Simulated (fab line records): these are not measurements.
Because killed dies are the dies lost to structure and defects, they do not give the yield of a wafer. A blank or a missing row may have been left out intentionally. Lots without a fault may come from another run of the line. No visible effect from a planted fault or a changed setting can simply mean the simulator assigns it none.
Which tool is to blame? / flow gf180mcu / 36 wafers from 12 lots sampled at 6 of the route's 602 steps

WHAT THE GAUGES SHOWED, per wafer
GF_V2_CD_MEAS_14 targets a cd of 260 nm. Usual: cdNm at 260.3 nm, with a standard deviation of 1.1.
lot=L282; measured=day 20 07:35; on=cdSem-01; cdNm (nm)=259.4 260.9 259.5; flag=
lot=L283; measured=day 21 00:34; on=cdSem-02; cdNm (nm)=261.2 260.8 260.5; flag=
lot=L284; measured=day 21 13:14; on=cdSem-02; cdNm (nm)=261.6 261.9 261.6; flag=
lot=L287; measured=day 22 09:33; on=cdSem-01; cdNm (nm)=259.1 258.3 259.1; flag=
lot=L288; measured=day 22 12:11; on=cdSem-02; cdNm (nm)=260.2 260.1 260.7; flag=
lot=L289; measured=day 23 03:11; on=cdSem-01; cdNm (nm)=260.2 260.1 260.6; flag=
lot=L290; measured=day 23 09:53; on=cdSem-01; cdNm (nm)=260.0 260.7 261.9; flag=
lot=L291; measured=day 23 18:29; on=cdSem-02; cdNm (nm)=258.8 259.4 259.3; flag=
lot=L295; measured=day 25 04:19; on=cdSem-02; cdNm (nm)=261.4 259.9 260.4; flag=
lot=L296; measured=day 25 13:58; on=cdSem-02; cdNm (nm)=260.9 261.1 260.0; flag=
lot=L304; measured=day 28 04:13; on=cdSem-02; cdNm (nm)=261.4 262.2 263.6; flag=
lot=L305; measured=day 28 07:30; on=cdSem-02; cdNm (nm)=261.5 262.0 261.3; flag=

GF_V3_THK_MEAS_03. Usual: V3_CVD_02_THK 849 nm, standard deviation 14.
lot=L282; measured=day 21 10:35; on=filmMetro-03; V3_CVD_02_THK (nm)=831 864 853; flag=
lot=L283; measured=day 22 02:31; on=filmMetro-01; V3_CVD_02_THK (nm)=851 838 830; flag=
lot=L284; measured=day 22 15:50; on=filmMetro-02; V3_CVD_02_THK (nm)=846 853 857; flag=
lot=L287; measured=day 23 11:29; on=filmMetro-03; V3_CVD_02_THK (nm)=854 864 847; flag=
lot=L288; measured=day 23 14:22; on=filmMetro-02; V3_CVD_02_THK (nm)=856 841 875; flag=
lot=L289; measured=day 24 04:44; on=filmMetro-03; V3_CVD_02_THK (nm)=834 840 879; flag=
lot=L290; measured=day 24 11:24; on=filmMetro-01; V3_CVD_02_THK (nm)=839 847 872; flag=
lot=L291; measured=day 24 19:54; on=filmMetro-01; V3_CVD_02_THK (nm)=850 837 846; flag=
lot=L295; measured=day 26 03:58; on=filmMetro-02; V3_CVD_02_THK (nm)=838 826 559; flag=OFF
lot=L296; measured=day 26 13:43; on=filmMetro-01; V3_CVD_02_THK (nm)=861 559 844; flag=OFF
lot=L304; measured=day 29 01:58; on=filmMetro-02; V3_CVD_02_THK (nm)=839 831 848; flag=
lot=L305; measured=day 29 05:36; on=filmMetro-02; V3_CVD_02_THK (nm)=842 833 839; flag=

GF_V3_OVL_MEAS_15. Usual: V3_OVL 0 nm, standard deviation 6.3.
lot=L282; measured=day 22 11:00; on=overlay-01; V3_OVL (nm)=8 -1 1; flag=
lot=L283; measured=day 23 02:27; on=overlay-02; V3_OVL (nm)=-3 4 -3; flag=
lot=L284; measured=day 23 15:24; on=overlay-01; V3_OVL (nm)=5 1 8; flag=
lot=L287; measured=day 24 10:49; on=overlay-01; V3_OVL (nm)=0 -2 0; flag=
lot=L288; measured=day 24 13:56; on=overlay-02; V3_OVL (nm)=-6 1 0; flag=
lot=L289; measured=day 25 02:53; on=overlay-01; V3_OVL (nm)=-2 1 2; flag=
lot=L290; measured=day 25 10:17; on=overlay-02; V3_OVL (nm)=7 8 10; flag=
lot=L291; measured=day 25 17:48; on=overlay-02; V3_OVL (nm)=-9 -14 -8; flag=
lot=L295; measured=day 27 01:41; on=overlay-02; V3_OVL (nm)=-6 -12 -7; flag=
lot=L296; measured=day 27 10:58; on=overlay-02; V3_OVL (nm)=1 1 -3; flag=
lot=L304; measured=day 29 21:23; on=overlay-01; V3_OVL (nm)=6 6 6; flag=
lot=L305; measured=day 30 00:50; on=overlay-02; V3_OVL (nm)=-6 -9 -8; flag=

WHICH TOOL RAN EACH LOT (tool, then ch and the chambers of the sampled wafers, then the start)
lot=L282; GF_V2_SPUTTER_21=pvdSputter-03, day 20 08:22; GF_V3_CVD_02=pecvd-01 ch 1,2, day 21 10:29; GF_V3_CMP_04=cmp-01 ch 2,3, day 21 10:40
lot=L283; GF_V2_SPUTTER_21=pvdSputter-03, day 21 01:22; GF_V3_CVD_02=pecvd-03 ch 0,1,2, day 22 02:26; GF_V3_CMP_04=cmp-02 ch 0,2,3, day 22 02:37
lot=L284; GF_V2_SPUTTER_21=pvdSputter-04, day 21 14:02; GF_V3_CVD_02=pecvd-04 ch 0,1, day 22 15:46; GF_V3_CMP_04=cmp-01 ch 1,2,3, day 22 15:53
lot=L287; GF_V2_SPUTTER_21=pvdSputter-01, day 22 10:23; GF_V3_CVD_02=pecvd-01 ch 1,2, day 23 11:25; GF_V3_CMP_04=cmp-02 ch 0,1,2, day 23 11:33
lot=L288; GF_V2_SPUTTER_21=pvdSputter-01, day 22 13:00; GF_V3_CVD_02=pecvd-03 ch 1,2, day 23 14:17; GF_V3_CMP_04=cmp-01 ch 0,1, day 23 14:28
lot=L289; GF_V2_SPUTTER_21=pvdSputter-04, day 23 03:59; GF_V3_CVD_02=pecvd-03 ch 0,1,2, day 24 04:40; GF_V3_CMP_04=cmp-01 ch 1,3, day 24 04:50
lot=L290; GF_V2_SPUTTER_21=pvdSputter-01, day 23 10:42; GF_V3_CVD_02=pecvd-03 ch 0,1, day 24 11:19; GF_V3_CMP_04=cmp-01 ch 0,3, day 24 11:29
lot=L291; GF_V2_SPUTTER_21=pvdSputter-04, day 23 19:17; GF_V3_CVD_02=pecvd-01 ch 0,1,2, day 24 19:49; GF_V3_CMP_04=cmp-02 ch 0,1, day 24 19:56
lot=L295; GF_V2_SPUTTER_21=pvdSputter-01, day 25 05:07; GF_V3_CVD_02=pecvd-03 ch 0,1,2, day 26 03:53; GF_V3_CMP_04=cmp-01 ch 0,1, day 26 04:01
lot=L296; GF_V2_SPUTTER_21=pvdSputter-01, day 25 14:44; GF_V3_CVD_02=pecvd-03 ch 0,1,2, day 26 13:40; GF_V3_CMP_04=cmp-01 ch 0,1, day 26 13:48
lot=L304; GF_V2_SPUTTER_21=pvdSputter-04, day 28 05:02; GF_V3_CVD_02=pecvd-01 ch 1,2, day 29 01:53; GF_V3_CMP_04=cmp-02 ch 0,2,3, day 29 02:01
lot=L305; GF_V2_SPUTTER_21=pvdSputter-01, day 28 08:19; GF_V3_CVD_02=pecvd-04 ch 0,1,2, day 29 05:32; GF_V3_CMP_04=cmp-01 ch 0,2,3, day 29 05:43
- GF_V2_SPUTTER_21: material Ti, target thk 15 nm, time 80.02 s.
- GF_V3_CVD_02: deposits SiO2 from TEOS, target thk 850 nm, time 94.851 s.
- GF_V3_CMP_04: polishes SiO2.

WHAT THE TOOLS THEMSELVES READ (means of the sampled wafers that have a number; where no wafer has one, the mark that the record gives instead)
GF_V2_SPUTTER_21. Usual: substrateTempC 200.01 C, standard deviation 0.15; throttleValvePct 30.6 %, standard deviation 0.76.
lot=L282; tool=pvdSputter-03; substrateTempC (C)=200.08; throttleValvePct (%)=30.8; flag=
lot=L283; tool=pvdSputter-03; substrateTempC (C)=200.02; throttleValvePct (%)=30.5; flag=
lot=L284; tool=pvdSputter-04; substrateTempC (C)=200.02; throttleValvePct (%)=31.0; flag=
lot=L287; tool=pvdSputter-01; substrateTempC (C)=200.07; throttleValvePct (%)=30.1; flag=
lot=L288; tool=pvdSputter-01; substrateTempC (C)=200.07; throttleValvePct (%)=29.8; flag=
lot=L289; tool=pvdSputter-04; substrateTempC (C)=199.96; throttleValvePct (%)=31.2; flag=
lot=L290; tool=pvdSputter-01; substrateTempC (C)=200.10; throttleValvePct (%)=30.1; flag=
lot=L291; tool=pvdSputter-04; substrateTempC (C)=199.89; throttleValvePct (%)=31.5; flag=
lot=L295; tool=pvdSputter-01; substrateTempC (C)=200.00; throttleValvePct (%)=30.4; flag=
lot=L296; tool=pvdSputter-01; substrateTempC (C)=200.06; throttleValvePct (%)=30.2; flag=
lot=L304; tool=pvdSputter-04; substrateTempC (C)=200.02; throttleValvePct (%)=30.7; flag=
lot=L305; tool=pvdSputter-01; substrateTempC (C)=200.12; throttleValvePct (%)=30.2; flag=

GF_V3_CVD_02. Usual: heaterPowerW 672 W, standard deviation 100; susceptorTempC 400.01 C, standard deviation 0.21.
lot=L282; tool=pecvd-01; heaterPowerW (W)=694; susceptorTempC (C)=399.87; flag=
lot=L283; tool=pecvd-03; heaterPowerW (W)=636; susceptorTempC (C)=400.09; flag=
lot=L284; tool=pecvd-04; heaterPowerW (W)=799; susceptorTempC (C)=400.12; flag=
lot=L287; tool=pecvd-01; heaterPowerW (W)=622; susceptorTempC (C)=400.10; flag=
lot=L288; tool=pecvd-03; heaterPowerW (W)=601; susceptorTempC (C)=400.07; flag=
lot=L289; tool=pecvd-03; heaterPowerW (W)=666; susceptorTempC (C)=399.91; flag=
lot=L290; tool=pecvd-03; heaterPowerW (W)=693; susceptorTempC (C)=400.01; flag=
lot=L291; tool=pecvd-01; heaterPowerW (W)=624; susceptorTempC (C)=400.00; flag=
lot=L295; tool=pecvd-03; heaterPowerW (W)=646; susceptorTempC (C)=399.74; flag=
lot=L296; tool=pecvd-03; heaterPowerW (W)=634; susceptorTempC (C)=400.01; flag=
lot=L304; tool=pecvd-01; heaterPowerW (W)=666; susceptorTempC (C)=399.99; flag=
lot=L305; tool=pecvd-04; heaterPowerW (W)=729; susceptorTempC (C)=399.84; flag=

GF_V3_CMP_04. Usual: motorCurrentA 11.7 A, standard deviation 1.6; timeToEndpointS 81 s, standard deviation 6.
lot=L282; tool=cmp-01; motorCurrentA (A)=12.7; timeToEndpointS (s)=81; flag=
lot=L283; tool=cmp-02; motorCurrentA (A)=12.3; timeToEndpointS (s)=81; flag=
lot=L284; tool=cmp-01; motorCurrentA (A)=12.0; timeToEndpointS (s)=83; flag=
lot=L287; tool=cmp-02; motorCurrentA (A)=12.4; timeToEndpointS (s)=81; flag=
lot=L288; tool=cmp-01; motorCurrentA (A)=10.2; timeToEndpointS (s)=87; flag=
lot=L289; tool=cmp-01; motorCurrentA (A)=11.0; timeToEndpointS (s)=81; flag=
lot=L290; tool=cmp-01; motorCurrentA (A)=12.7; timeToEndpointS (s)=79; flag=
lot=L291; tool=cmp-02; motorCurrentA (A)=13.9; timeToEndpointS (s)=81; flag=
lot=L295; tool=cmp-01; motorCurrentA (A)=9.8; timeToEndpointS (s)=65; flag=
lot=L296; tool=cmp-01; motorCurrentA (A)=10.1; timeToEndpointS (s)=70; flag=
lot=L304; tool=cmp-02; motorCurrentA (A)=12.1; timeToEndpointS (s)=79; flag=
lot=L305; tool=cmp-01; motorCurrentA (A)=12.3; timeToEndpointS (s)=76; flag=

THE ANSWER, worked out from the rows above alone
Rule: take the mean of a lot's wafers that have a number; if it is more than 3 standard deviations from the usual mean, the lot is off. Also off: a lot with no number at a reading for which 4 or more lots have one. All remaining lots with rows at the step are treated as sound. First the gauges in route order, then the tools' own readings, where a lot's mean is used as printed above. At the first step where some lot is off, the reading lying furthest off is the one used; lots without a number count as furthest.
Off: L295, L296, at GF_V3_THK_MEAS_03 (V3_CVD_02_THK).
If a tool, at a process step before that reading, ran all the lots that are off and no sound lot after the first of them, it fits. Gauges at GF_V3_THK_MEAS_03: tried the same way as those tools. One candidate fits, namely pecvd-03 at GF_V3_CVD_02. Its last sound lot is L290 (day 24 11:19), its first lot that is off L295 (day 26 03:53): a fault that began between those two fits.

WHAT WAS PUT IN BY THE SIMULATOR
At GF_V3_CVD_02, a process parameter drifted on pecvd-03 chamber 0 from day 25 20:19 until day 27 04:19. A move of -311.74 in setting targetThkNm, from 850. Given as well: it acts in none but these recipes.
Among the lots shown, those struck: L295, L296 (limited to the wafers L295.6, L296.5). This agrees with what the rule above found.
